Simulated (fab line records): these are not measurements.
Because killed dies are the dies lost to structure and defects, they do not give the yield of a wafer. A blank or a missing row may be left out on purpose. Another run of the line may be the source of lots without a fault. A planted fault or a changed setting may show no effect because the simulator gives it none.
fab line records | flow sfq_line
record: lots: 6 | wafers: 18 | last_day: 83
route steps=325 shown M6@265 I6@266
lots that met no fault: taken from a fault-free run of the same line
start_h: hours from the record's opening day to when the first of the lot's shown wafers began | wait_h: time in hours since the lot's previous step | " same as the row above | L1.1+2: a single row standing in for several wafers | - no value present, or no start provided | * or withheld: withheld | < > ~ a bound
route shown NAME@n: a module of which the file shows steps, and the number in the route of the first | usual: the fault-free wafers' mean and standard deviation | same: alike in all rows | chamber/n: place in a boat | sites: readings site by site | _std_site: how widely they spread, as a standard deviation | _edge_site: outer sites' mean less inner sites' | radius_mm: how far each site lies from the wafer's centre | mask NAME#n: copy n | behind: the most recent tool/chamber to have shaped the wafer | hold: why the lot was held/for how many hours/how that ended | device: names the non-switching transistor (n, p or np) | end of line: the route-end tests of the same wafers | where a step has no rows: the recipe by itself | killed: count of dies lost to structure and defects at first sort (not the wafer's yield) | map: dies across one wafer; x = killed, . = not, _ = none there
set.NAME: the setting as run; set.NAME@STEP: as run at that earlier step | model.NAME: the simulator's own value behind a step, which no gauge read
a table for each step, a row for each wafer; lots at some steps of the route
services: from which hour (start_h, from the record's first day; less than 0 if before it) a tool's chamber was out of use, for how many hours, and why
== steps ==
step: SFQ_TRILAYER_M6_STRIP_SOLV_CLEAN_164
recipe: chemistry: NMP | temp_c: 70 | time_s: 600
step: SFQ_TRILAYER_I6_DEP_PECVD_165
recipe: material: SiO2 | temp_c: 150 | time_s: 111.11 | pressure_torr: 2.4 | rf_w: 183.3 | precursor: SiH4/N2O | target_thk_nm: 500
usual: heater_power_w: 82/17 | throttle_valve_pct: 24.0/1.1
lot.wafer | tool     | chamber | start_h | wait_h | heater_power_w | throttle_valve_pct
L937.1    | pecvd-04 | 1       | 1464.78 | 0.0    | 112            | 24.3
L937.2    | "        | 2       | "       | "      | 96             | 23.5
L937.3    | "        | 0       | "       | "      | 60             | 24.1
L950.1    | pecvd-04 | 1       | 1763.15 | 0.0    | 116            | 25.4
L950.3    | "        | 0       | "       | "      | 57             | 24.6
L950.5    | "        | 0       | "       | "      | 59             | 24.6
L951.1    | pecvd-01 | 0       | 1766.75 | 0.0    | 84             | 23.5
L951.5    | "        | 1       | "       | "      | 74             | 24.2
L951.6    | "        | 2       | "       | "      | 84             | 22.6
L953.3    | pecvd-01 | 2       | 1776.80 | 0.0    | 76             | 22.8
L953.5    | "        | 1       | "       | "      | 88             | 24.2
L953.6    | "        | 0       | "       | "      | 85             | 23.6
L955.2    | pecvd-01 | 2       | 1802.37 | 0.0    | 90             | 22.5
L955.4    | "        | 2       | "       | "      | 74             | 22.9
L955.6    | "        | 1       | "       | "      | 90             | 24.0
L956.2    | pecvd-03 | 0       | 1804.08 | 0.0    | 56             | 23.3
L956.5    | "        | 0       | "       | "      | 57             | 23.3
L956.6    | "        | 2       | "       | "      | 78             | 23.8
step: SFQ_TRILAYER_I6_CMP_CMP_166
recipe: material: SiO2 | down_force_psi: 3 | platen_rpm: 60 | pad_velocity_m_s: 0.94248
usual: motor_current_A: 10.0/0.87 | time_to_endpoint_s: 214/9.1
lot.wafer | tool   | chamber | start_h | wait_h | motor_current_A | time_to_endpoint_s
L937.3    | cmp-01 | 1       | 1464.86 | 0.0    | 11.9            | 206
L937.2    | "      | 2       | "       | "      | 9.8             | 208
L937.1    | "      | 3       | "       | "      | 9.9             | 210
L950.1    | cmp-02 | 3       | 1764.23 | 1.0    | 10.0            | 218
L950.3    | "      | 0       | "       | "      | 9.6             | 217
L950.5    | "      | 2       | 1765.73 | 2.5    | 10.6            | 207
L951.1    | cmp-01 | 0       | 1767.83 | 1.0    | 11.3            | 193
L951.5    | "      | 2       | 1768.83 | 2.0    | 9.6             | 203
L951.6    | "      | 3       | "       | "      | 10.0            | 207
L953.3    | cmp-01 | 3       | 1783.36 | 6.5    | 9.8             | 212
L953.6    | "      | 2       | 1784.86 | 8.0    | 9.4             | 211
L953.5    | "      | 3       | "       | "      | 8.9             | 226
L955.2    | cmp-02 | 0       | 1803.45 | 1.0    | 9.3             | 209
L955.4    | "      | 1       | "       | "      | 8.6             | 227
L955.6    | "      | 3       | 1804.95 | 2.5    | 10.2            | 227
L956.2    | cmp-01 | 3       | 1804.65 | 0.5    | 10.2            | 203
L956.5    | "      | 2       | 1806.15 | 2.0    | 8.6             | 209
L956.6    | "      | 3       | "       | "      | 9.2             | 213
step: SFQ_I6_BOW_MEAS_941
recipe: mode: bow
usual: I6_BOW: 8/10
lot.wafer | tool          | chamber | start_h | wait_h | I6_BOW[um]
L937.1    | film_metro-04 | -       | 1467.86 | 1.5    | 15
L937.2    | "             | -       | "       | "      | 25
L937.3    | "             | -       | "       | "      | 13
L950.1    | film_metro-04 | -       | 1766.23 | 1.5    | -4
L950.3    | "             | -       | "       | "      | -8
L950.5    | "             | -       | "       | "      | -2
L951.1    | film_metro-01 | -       | 1769.83 | 1.5    | -16
L951.5    | "             | -       | "       | "      | -5
L951.6    | "             | -       | "       | "      | -8
L953.3    | film_metro-02 | -       | 1785.90 | 2.0    | 12
L953.5    | "             | -       | "       | "      | 8
L953.6    | "             | -       | "       | "      | 9
L955.2    | film_metro-02 | -       | 1805.47 | 1.5    | 13
L955.4    | "             | -       | "       | "      | 9
L955.6    | "             | -       | "       | "      | 11
L956.2    | film_metro-01 | -       | 1807.17 | 2.0    | 5
L956.5    | "             | -       | "       | "      | 3
L956.6    | "             | -       | "       | "      | 9
step: SFQ_TRILAYER_I6_METRO_MEASURE_167
usual: thk_nm: 199.1/1.4
lot.wafer | tool          | chamber | start_h | wait_h | thk_nm
L937.1    | film_metro-04 | -       | 1467.98 | 0.1    | 200.2
L937.2    | "             | -       | "       | "      | 199.3
L937.3    | "             | -       | "       | "      | 198.9
L950.1    | film_metro-04 | -       | 1766.35 | 0.1    | 200.0
L950.3    | "             | -       | "       | "      | 199.5
L950.5    | "             | -       | "       | "      | 199.0
L951.1    | film_metro-01 | -       | 1769.95 | 0.1    | 196.8
L951.5    | "             | -       | "       | "      | 196.7
L951.6    | "             | -       | "       | "      | 198.9
L953.3    | film_metro-02 | -       | 1786.38 | 0.5    | 198.1
L953.5    | "             | -       | "       | "      | 199.4
L953.6    | "             | -       | "       | "      | 197.1
L955.2    | film_metro-02 | -       | 1805.77 | 0.3    | 197.3
L955.4    | "             | -       | "       | "      | 200.7
L955.6    | "             | -       | "       | "      | 199.5
L956.2    | film_metro-01 | -       | 1807.47 | 0.3    | 199.3
L956.5    | "             | -       | "       | "      | 198.3
L956.6    | "             | -       | "       | "      | 199.5
step: SFQ_TRILAYER_I6_VIA_LITHO_COAT_174
recipe: resist: BARC | spin_rpm: 3000 | resist_thk_nm: 62
step: SFQ_TRILAYER_I6_VIA_LITHO_COAT_169
recipe: resist: KrF | spin_rpm: 3000 | resist_thk_nm: 650
step: SFQ_TRILAYER_I6_VIA_LITHO_SOFTBAKE_173
recipe: temp_c: withheld | time_s: withheld | resist: KrF
step: SFQ_TRILAYER_I6_VIA_LITHO_EXPOSE_170
recipe: mask_id: I6 | na: 0.6 | source_shape: conventional | sigma_outer: 0.65 | target_cd_nm: 700 | dose_mj: 21.3
step: SFQ_TRILAYER_I6_VIA_LITHO_PEB_172
recipe: peb_temp_c: 115 | peb_time_s: 60 | resist: KrF
step: SFQ_TRILAYER_I6_VIA_LITHO_DEVELOP_171
recipe: time_s: 60 | resist: KrF
step: SFQ_I6_OVL_MEAS_942
usual: I6_OVL: 1/6
lot.wafer | tool       | chamber | start_h | wait_h | I6_OVL[nm]
L937.1    | overlay-02 | -       | 1475.78 | 0.1    | 5
L937.2    | "          | -       | "       | "      | -4
L937.3    | "          | -       | "       | "      | -2
L950.1    | overlay-01 | -       | 1769.87 | 0.1    | 8
L950.3    | "          | -       | "       | "      | 4
L950.5    | "          | -       | "       | "      | 5
L951.1    | overlay-01 | -       | 1774.58 | 0.1    | -8
L951.5    | "          | -       | "       | "      | 3
L951.6    | "          | -       | "       | "      | -5
L953.3    | overlay-02 | -       | 1793.64 | 0.1    | 9
L953.5    | "          | -       | "       | "      | 2
L953.6    | "          | -       | "       | "      | 11
L955.2    | overlay-02 | -       | 1898.42 | 0.1    | 11
L955.4    | "          | -       | "       | "      | 16
L955.6    | "          | -       | "       | "      | 13
L956.2    | overlay-02 | -       | 1899.62 | 0.1    | 13
L956.5    | "          | -       | "       | "      | 4
L956.6    | "          | -       | "       | "      | 10
step: SFQ_TRILAYER_I6_VIA_BARC_OPEN_VIA_ETCH_235
recipe: mask_material: PR | chemistry: O2 | target_depth_nm: 125 | target: BARC | source_w: 500 | bias_w: 80 | pressure_mtorr: 30 | time_s: 41.7
usual: drypump_motor_current_A: 5.7/0.44 | oes_product_au: 0.685/0.0045 | run_length_s: 69.9/0.43
lot.wafer | tool        | chamber | start_h | wait_h | drypump_motor_current_A | oes_product_au | rf_hours_counter_h | run_length_s | model.KrF_of_TRILAYER_I6_VIA_LITHO_COAT_169.thk_nm
L937.1    | rie_diel-04 | 2       | 1475.82 | 0.0    | 6.2                     | 0.684          | 18                 | 69.8         | 572.7
L937.2    | "           | 3       | "       | "      | 5.6                     | 0.674          | 3                  | 69.6         | 570
L937.3    | "           | 1       | "       | "      | 6.2                     | 0.684          | 16                 | 69.6         | 570.3
L950.1    | rie_diel-04 | 3       | 1769.91 | 0.0    | 5.6                     | 0.685          | 6                  | 69.6         | 569.9
L950.3    | "           | 0       | "       | "      | 5.5                     | 0.694          | 3                  | 69.6         | 571.8
L950.5    | "           | 0       | "       | "      | 5.4                     | 0.683          | -                  | 69.2         | 573
L951.1    | rie_diel-04 | 3       | 1774.62 | 0.0    | 5.6                     | 0.689          | 6                  | 69.6         | 569.7
L951.5    | "           | 3       | "       | "      | 5.6                     | 0.662          | -                  | 72.7         | 565.9
L951.6    | "           | 0       | "       | "      | 5.4                     | 0.658          | -                  | 72.7         | 566.2
L953.3    | rie_diel-04 | 3       | 1793.67 | 0.0    | 5.6                     | 0.681          | 7                  | 69.5         | 572.6
L953.5    | "           | 2       | "       | "      | 6.2                     | 0.669          | -                  | 73.6         | 572.9
L953.6    | "           | 1       | "       | "      | 6.3                     | 0.665          | -                  | 73.3         | 571.1
L955.2    | rie_diel-03 | 1       | 1898.45 | 0.0    | 5.6                     | 0.685          | 21                 | 69.3         | 574.8
L955.4    | "           | 0       | "       | "      | 5.2                     | 0.694          | 9                  | 70.2         | 572.4
L955.6    | "           | 2       | "       | "      | 6.1                     | 0.687          | -                  | 70.4         | 574
L956.2    | rie_diel-04 | 0       | 1899.65 | 0.0    | 5.5                     | 0.687          | 4                  | 69.6         | 573.1
L956.5    | "           | 0       | "       | "      | 5.4                     | 0.691          | -                  | 69.7         | 575
L956.6    | "           | 3       | "       | "      | 5.6                     | 0.678          | -                  | 69.5         | 574.1
step: SFQ_TRILAYER_I6_VIA_ETCH_VIA_ETCH_172
recipe: target: SiO2 | stop_on: Nb | mask_material: PR | taper_deg: 20 | chemistry: CHF3 | target_depth_nm: 260 | source_w: 500 | bias_w: 80 | pressure_mtorr: 30 | time_s: withheld
usual: drypump_motor_current_A: 5.7/0.44 | oes_product_au: 0.853/0.006
lot.wafer | tool        | chamber | start_h | wait_h | drypump_motor_current_A | oes_product_au | model.KrF_of_TRILAYER_I6_VIA_LITHO_COAT_169.thk_nm
L937.1    | rie_diel-04 | 2       | 1475.86 | 0.0    | 6.2                     | 0.856          | 528.5
L937.2    | "           | 3       | "       | "      | 5.6                     | 0.847          | 525.9
L937.3    | "           | 1       | "       | "      | 6.2                     | 0.856          | 525.5
L950.1    | rie_diel-04 | 3       | 1769.94 | 0.0    | 5.6                     | 0.850          | 525.1
L950.3    | "           | 0       | "       | "      | 5.5                     | 0.853          | 527.3
L950.5    | "           | 0       | "       | "      | 5.5                     | 0.852          | 528.3
L951.1    | rie_diel-04 | 3       | 1774.66 | 0.0    | 5.6                     | 0.844          | 525.1
L951.5    | "           | 3       | "       | "      | 5.6                     | 0.841          | 521.2
L951.6    | "           | 0       | "       | "      | 5.5                     | 0.844          | 521.9
L953.3    | rie_diel-04 | 3       | 1793.71 | 0.0    | 5.6                     | 0.851          | 527.3
L953.5    | "           | 2       | "       | "      | 6.2                     | 0.845          | 527.8
L953.6    | "           | 1       | "       | "      | 6.2                     | 0.848          | 525.7
L955.2    | rie_diel-03 | 1       | 1898.49 | 0.0    | 5.6                     | 0.849          | 530.8
L955.4    | "           | 0       | "       | "      | 5.2                     | 0.856          | 527.4
L955.6    | "           | 2       | "       | "      | 6.1                     | 0.854          | 530.5
L956.2    | rie_diel-04 | 0       | 1899.69 | 0.0    | 5.5                     | 0.855          | 528.9
L956.5    | "           | 0       | "       | "      | 5.5                     | 0.848          | 530.9
L956.6    | "           | 3       | "       | "      | 5.6                     | 0.858          | 528.8
step: SFQ_TRILAYER_I6_VIA_STRIP_STRIP_173
recipe: gas: O2 | power_w: 200 | platen_temp_c: 40 | overash_fraction: 0.65 | chemistry: O2 | pressure_mtorr: 50
usual: drypump_motor_current_A: 6.0/0.58 | oes_product_au: 0.996/0.0079 | platen_temp_c: 40.00/0.1
lot.wafer | tool         | chamber | start_h | wait_h | drypump_motor_current_A | oes_product_au | platen_temp_c | rf_hours_counter_h
L937.1    | rie_metal-04 | 0       | 1475.97 | -      | 6.2                     | 1.000          | 39.98         | 144
L937.2    | "            | 1       | "       | "      | 5.0                     | 0.996          | 39.90         | 110
L937.3    | "            | 1       | "       | "      | 5.0                     | 0.994          | 40.04         | -
L950.1    | rie_metal-02 | 1       | 1770.06 | -      | 6.0                     | 0.999          | 39.88         | 29
L950.3    | "            | 1       | "       | "      | 6.0                     | 1.000          | 40.13         | -
L950.5    | "            | 1       | "       | "      | 6.0                     | 0.990          | 40.02         | -
L951.1    | rie_metal-04 | 1       | 1774.77 | -      | 5.0                     | 0.994          | 39.95         | 5
L951.5    | "            | 0       | "       | "      | 6.2                     | 0.995          | 40.17         | -
L951.6    | "            | 1       | "       | "      | 5.0                     | 1.005          | 40.01         | -
L953.3    | rie_metal-03 | 0       | 1794.02 | -      | 6.3                     | 1.005          | 39.84         | -
L953.5    | "            | 0       | "       | "      | 6.3                     | 0.998          | 39.84         | -
L953.6    | "            | 1       | "       | "      | 6.4                     | 0.993          | 40.02         | -
L955.2    | rie_metal-04 | 1       | 1898.60 | -      | 5.1                     | 1.003          | 39.97         | 20
L955.4    | "            | 1       | "       | "      | 5.0                     | 1.008          | 40.09         | -
L955.6    | "            | 1       | "       | "      | 5.0                     | 1.002          | 40.04         | -
L956.2    | rie_metal-04 | 1       | 1899.80 | -      | 5.0                     | 1.005          | 40.10         | 20
L956.5    | "            | 0       | "       | "      | 6.2                     | 0.997          | 39.91         | -
L956.6    | "            | 1       | "       | "      | 5.0                     | 1.000          | 40.06         | -
== services ==
tool         | chamber | start_h | hours | kind
pecvd-01     | 0       | 1454.47 | 14.7  | repair
rie_diel-04  | -       | 1479.28 | 0.6   | repair
rie_diel-04  | 2       | 1506.43 | 2.4   | repair
cmp-01       | -       | 1533.59 | 1.1   | repair
cmp-01       | -       | 1555.65 | 6.5   | pm
pecvd-01     | -       | 1563.49 | 1.4   | repair
rie_diel-04  | -       | 1574.72 | 1.0   | repair
cmp-01       | -       | 1598.12 | 4.0   | pm
rie_metal-04 | -       | 1629.21 | 1.4   | pm
pecvd-01     | -       | 1642.55 | 6.0   | pm
rie_metal-04 | 0       | 1661.82 | 7.4   | repair
pecvd-01     | -       | 1686.25 | 14.0  | pm
cmp-01       | -       | 1695.71 | 0.7   | repair
rie_diel-04  | 2       | 1703.57 | 8.0   | repair
pecvd-01     | 2       | 1715.62 | 2.4   | repair
cmp-01       | -       | 1719.16 | 1.9   | repair
rie_diel-04  | 3       | 1738.62 | 27.3  | repair
pecvd-01     | 0       | 1750.96 | 8.5   | repair
rie_metal-04 | -       | 1753.40 | 0.9   | repair
pecvd-01     | 1       | 1755.46 | 4.8   | repair
rie_metal-04 | 1       | 1757.32 | 8.2   | repair
cmp-01       | -       | 1773.54 | 9.3   | repair
rie_diel-04  | 0       | 1833.31 | 2.8   | repair
cmp-01       | -       | 1849.46 | 0.5   | repair
== key ==
first_sign: step: SFQ_TRILAYER_I6_VIA_BARC_OPEN_VIA_ETCH_235 | reading: run_length_s | direction: up | sigmas: 7.4 | usual: * | struck: *
effect: step: SFQ_TRILAYER_I6_VIA_BARC_OPEN_VIA_ETCH_235 | reading: oes_product_au | direction: down | sigmas: 4.8 | usual: 0.685 | struck: 0.664
model_effect: step: SFQ_TRILAYER_I6_VIA_BARC_OPEN_VIA_ETCH_235 | value: KrF_of_TRILAYER_I6_VIA_LITHO_COAT_169.thk_nm | without: 572.9 | struck: 569
model_effect: step: SFQ_TRILAYER_I6_VIA_ETCH_VIA_ETCH_172 | value: KrF_of_TRILAYER_I6_VIA_LITHO_COAT_169.thk_nm | without: 528.1 | struck: 524.1
met_at SFQ_TRILAYER_I6_VIA_BARC_OPEN_VIA_ETCH_235
struck_wafers L951.5,L951.6,L953.5,L953.6
onset_between 1769.91 1774.62
fault: kind: process_parameter_drift | tool: rie_diel-04 | chamber: - | onset_h: 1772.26 | steps: SFQ_TRILAYER_I6_VIA_BARC_OPEN_VIA_ETCH_235 | channel: time_s | offset: * | shape: step | end_h: 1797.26 | scope: struck_wafers_only | acts_in: * | stated: *
